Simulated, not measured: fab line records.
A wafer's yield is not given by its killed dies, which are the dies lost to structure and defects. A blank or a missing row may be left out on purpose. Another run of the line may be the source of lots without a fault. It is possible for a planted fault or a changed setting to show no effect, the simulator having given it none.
A struck lot beside a sound one + flow gf180mcu + 18 steps out of a route of 602
Sound: the wafers L783.2, L783.4, L783.6. Struck: wafer L795.5. (L795.4, L795.6 of the same lot were not struck and are left out.) The cause comes at the end.
Per side, at each step with rows, come the tool, then ch with its chambers, and then its first start. Under that, the readings that differ: sound wafers + struck wafers + difference of the means + sigmas: that difference in standard deviations of wafers without a fault.
alike: readings with means less than 2 such deviations apart, plus words and numbers identical on both sides. not compared: withheld readings, readings lacking a value on some wafer, bounds such as >300 that could conceal the same value, and numbers that have no deviation in the record and whose values overlap.
A row with sigmas, a row that says differs or no value, or rows on one side alone: a step with any of these is where the two part. Non-overlapping numbers with no deviation appear without sigmas and do not part them. A reading missing from all wafers of one side parts the sides only when that side holds two or more wafers.

first, 2 steps without rows for these wafers: GF_CONTACT_PEB_12 (peb time 90 s); GF_CONTACT_DEVELOP_13 (develop time 60 s).
GF_CONTACT_CD_MEAS_14: target cd 220 nm.
  sound: cdSem-02 at day 17 14:26; struck: cdSem-01 at day 22 00:58
  alike: cdNm
GF_CONTACT_OVL_MEAS_15:
  sound: overlay-02 at day 17 14:33; struck: overlay-02 at day 22 01:03
  alike: CONTACT_OVL
then, 1 step without rows for these wafers: GF_CONTACT_ETCH_16 (etches BARC in N2/H2).
GF_CONTACT_ETCH_17: etches SiO2 in C4F8/O2/Ar, stops on CoSi2, target depth 860 nm.
  sound on rieDiel-01 ch 0,1,3; struck on rieDiel-04 ch 1
  alike: oesProductAu, rfFwdPowerW
GF_CONTACT_STRIP_18: strips in O2/N2.
  sound on plasmaAsher-02 ch 0,1, day 17 14:44; struck on plasmaAsher-01 ch 0, day 22 01:16
  alike: drypumpMotorCurrentA, heaterPowerW, oesProductAu
  not compared: rfHoursCounterH
then, 3 steps without rows for these wafers: GF_CONTACT_CLEAN_19 (cleans in SPM); GF_CONTACT_CLEAN_20 (cleans in DIW); GF_CONTACT_CLEAN_21 (cleans in dHF, time 20 s).
GF_CONTACT_SPUTTER_22: material Ti, target thk 15 nm, time 80.02 s.
  sound: pvdSputter-01 at day 17 15:09; struck: pvdSputter-04 at day 22 01:34
  alike: chamberPressurePa, throttleValvePct
GF_CONTACT_SPUTTER_23: material TiN, target thk 10 nm, time 40 s.
  sound: pvdSputter-01 at day 17 15:13; struck: pvdSputter-04 at day 22 01:37
  alike: chamberPressurePa, throttleValvePct
GF_CONTACT_CVD_24: deposits W, target thk 300 nm, time 90.339 s.
  sound on cvdW-02 ch 0,1, day 17 15:15; struck on cvdW-02 ch 0, day 22 01:41
| reading                              | sound                | struck | difference | sigmas      |
|--------------------------------------|----------------------|--------|------------|-------------|
| susceptorTempC (C)                   | 399.91 400.10 399.80 | 376.40 | -23.54     | -99 or more |
| model.W_of_CONTACT_CVD_24.thkNm (nm) | 304.1 302.3 298.4    | 192.8  | -108.8     |             |
  alike: heaterPowerW
GF_CONTACT_RS_MEAS_25: uses a four-point probe to measure.
  sound: filmMetro-03 at day 17 15:22; struck: filmMetro-01 at day 22 01:49
| reading               | sound             | struck | difference | sigmas |
|-----------------------|-------------------|--------|------------|--------|
| CONTACT_W_RS (ohm/sq) | 0.378 0.380 0.386 | 0.600  | +0.219     | +48    |
GF_CONTACT_THK_MEAS_26: measures by xrf.
  sound: filmMetro-03 at day 17 15:29; struck: filmMetro-01 at day 22 01:55
| reading            | sound       | struck | difference | sigmas |
|--------------------|-------------|--------|------------|--------|
| CONTACT_W_THK (nm) | 300 298 294 | 193    | -104       | -20    |
GF_CONTACT_CMP_27: polishes, stops on SiO2, t overpolish 15 s, target thk 0 nm.
  sound on cmp-02 ch 0,3, day 17 15:35; struck on cmp-02 ch 3, day 22 01:56
| reading             | sound    | struck | difference | sigmas |
|---------------------|----------|--------|------------|--------|
| timeToEndpointS (s) | 71 70 68 | 42     | -28        | -8     |
  alike: headPressurePsi, motorCurrentA, slurryFilterDpKPa
GF_M1_SPUTTER_00: material Ti, target thk 37.5 nm, time 150 s.
  sound: pvdSputter-02 at day 17 15:50; struck: pvdSputter-02 at day 22 02:14
  alike: chamberPressurePa, throttleValvePct
GF_PASSIVATION_PROBE_99:
  sound wafers here have rows in the record (prober-02, day 30 07:38); struck ones have none

WHERE THEY PART
Earliest at GF_CONTACT_CVD_24; latest, in this record, at GF_PASSIVATION_PROBE_99.

WHY: the cause the simulator had injected
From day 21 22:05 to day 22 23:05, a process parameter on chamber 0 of cvdW-02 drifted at GF_CONTACT_CVD_24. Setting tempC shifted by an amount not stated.
